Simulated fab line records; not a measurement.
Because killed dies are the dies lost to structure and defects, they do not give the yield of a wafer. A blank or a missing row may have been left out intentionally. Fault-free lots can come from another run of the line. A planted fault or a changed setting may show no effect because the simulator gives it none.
Which tool did it?    flow sky130    14 lots with 42 wafers sampled at 4 steps, on a route of 708 steps

WHAT THE GAUGES READ, wafer by wafer
SKY_CONTACT_THK_MEAS_26: measures by xrf. Usual: CONTACT_W_THK 351 nm, standard deviation 9.2.
lot   measured      on             CONTACT_W_THK (nm)  flag
L725  day 31 18:26  film_metro-02  340 355 358         
L729  day 33 14:28  film_metro-04  350 350 363         
L731  day 34 03:22  film_metro-03  360 374 354         
L732  day 34 06:10  film_metro-03  354 348 353         
L733  day 34 07:19  film_metro-03  355 369 359         
L742  day 37 18:59  film_metro-02  342 339 344         
L741  day 37 20:14  film_metro-03  347 349 345         
L743  day 37 21:34  film_metro-03  369 351 364         
L744  day 37 23:07  film_metro-02  342 342 338         
L745  day 38 04:12  film_metro-04  342 346 345         
L746  day 38 08:35  film_metro-03  355 349 349         
L747  day 38 16:38  film_metro-03  337 343 339         

SKY_METAL1_CD_MEAS_15: target cd 140 nm. Usual: cd_nm reads 139.5 nm (standard deviation 1.6).
lot   measured      on         cd_nm (nm)         flag
L725  day 32 21:26  cd_sem-02  138.8 139.4 138.9  
L729  day 34 17:16  cd_sem-01  139.6 138.7 138.5  
L731  day 35 06:35  cd_sem-01  139.4 142.4 140.5  
L732  day 35 08:51  cd_sem-02  138.7 140.4 138.6  
L733  day 35 09:12  cd_sem-02  135.9 136.4 135.6  
L742  day 38 20:46  cd_sem-01  139.2 139.9 140.3  
L741  day 38 22:18  cd_sem-02  141.0 143.7 142.2  
L743  day 38 22:58  cd_sem-02  140.1 140.8 139.5  
L744  day 39 00:02  cd_sem-02  139.5 141.4 140.2  
L745  day 39 06:11  cd_sem-02  140.5 139.3 139.4  
L746  day 39 09:55  cd_sem-01  139.9 141.1 142.0  
L747  day 39 17:40  cd_sem-02  141.8 141.0 138.6  

SKY_VIA1_THK_MEAS_01. Usual: VIA1_HDPCVD_THK 1027 nm, standard deviation 9.6.
lot   measured      on             VIA1_HDPCVD_THK (nm)  flag
L725  day 32 22:44  film_metro-02  1036 1036 1035        
L729  day 34 18:19  film_metro-01  1013 1028 1018        
L731  day 35 07:37  film_metro-02  1020 1029 1017        
L732  day 35 09:57  film_metro-01  1038 1042 1038        
L733  day 35 10:15  film_metro-04  1023 1023 1011        
L742  day 38 21:50  film_metro-02  1028 1033 1030        
L741  day 38 23:21  film_metro-01  1034 1029 1035        
L743  day 39 00:01  film_metro-01  1035 1040 1031        
L744  day 39 01:06  film_metro-02  1026 1023 1017        
L745  day 39 07:13  film_metro-04  1020 1020 1013        
L746  day 39 10:56  film_metro-04  1041 1036 1053        
L747  day 39 18:43  film_metro-02  1030 1024 1020        

WHAT TOOL EACH LOT RAN ON (gives the tool, then ch and the chambers of the sampled wafers, and finally the start)
lot   SKY_POLY_GATE_EXPOSE_10
L725  krf_scanner-02 ch 0, day 16 02:49
L729  krf_scanner-01 ch 0, day 18 03:07
L731  krf_scanner-01 ch 0, day 18 19:44
L732  krf_scanner-02 ch 0, day 18 19:56
L733  krf_scanner-01 ch 0, day 19 00:20
L739  krf_scanner-01, day 21 02:52
L740  krf_scanner-02, day 22 23:08
L742  krf_scanner-01 ch 0, day 22 23:59
L741  krf_scanner-02 ch 0, day 23 00:10
L743  krf_scanner-01 ch 0, day 23 00:26
L744  krf_scanner-02 ch 0, day 23 00:44
L745  krf_scanner-02 ch 0, day 23 09:31
L746  krf_scanner-01 ch 0, day 23 16:26
L747  krf_scanner-02 ch 0, day 23 23:28
- SKY_POLY_GATE_EXPOSE_10: exposes mask P1M, target cd 150 nm.

AS READ BY THE TOOLS THEMSELVES (means over the sampled wafers that have a number; for cases with no such wafer, the mark the record gives instead)
SKY_POLY_GATE_EXPOSE_10. Usual: exposure_dose_mJ_cm2 27.987, standard deviation 0.027; focus_offset_nm 0.1 nm, standard deviation 0.57.
lot   tool            exposure_dose_mJ_cm2  focus_offset_nm (nm)  flag
L725  krf_scanner-02  27.976                -0.1                  
L729  krf_scanner-01  28.023                0.5                   
L731  krf_scanner-01  27.990                -0.4                  
L732  krf_scanner-02  27.997                -0.8                  
L733  krf_scanner-01  27.986                0.7                   
L739  krf_scanner-01  -                     -                     OFF
L740  krf_scanner-02  -                     -                     OFF
L742  krf_scanner-01  28.010                0.1                   
L741  krf_scanner-02  28.003                0.3                   
L743  krf_scanner-01  27.947                0.0                   
L744  krf_scanner-02  27.975                0.1                   
L745  krf_scanner-02  27.946                -0.8                  
L746  krf_scanner-01  27.997                -0.1                  
L747  krf_scanner-02  27.993                0.4                   

THE ANSWER, worked out from the rows above alone
Rule: take the mean of a lot's wafers that have a number; if it is more than 3 standard deviations from the usual mean, the lot is off. A lot without any number at a reading at which 4 lots or more have one is off too. All remaining lots with rows at the step are treated as sound. Order of review: gauges by route order, followed by the tools' own readings, for which a lot's mean as printed above is used. The first step at which some lot is off is used, and at that step the reading that is off furthest; a lot without a number counts as furthest.
Off: L739, L740 (SKY_POLY_GATE_EXPOSE_10, exposure_dose_mJ_cm2). Without a number there: L739, L740.
A tool fits if, at that step or a process step before it, it ran every lot that is off, and no sound lot after the first of them. None of those tried fits.

WHAT HAD BEEN PUT IN BY THE SIMULATOR
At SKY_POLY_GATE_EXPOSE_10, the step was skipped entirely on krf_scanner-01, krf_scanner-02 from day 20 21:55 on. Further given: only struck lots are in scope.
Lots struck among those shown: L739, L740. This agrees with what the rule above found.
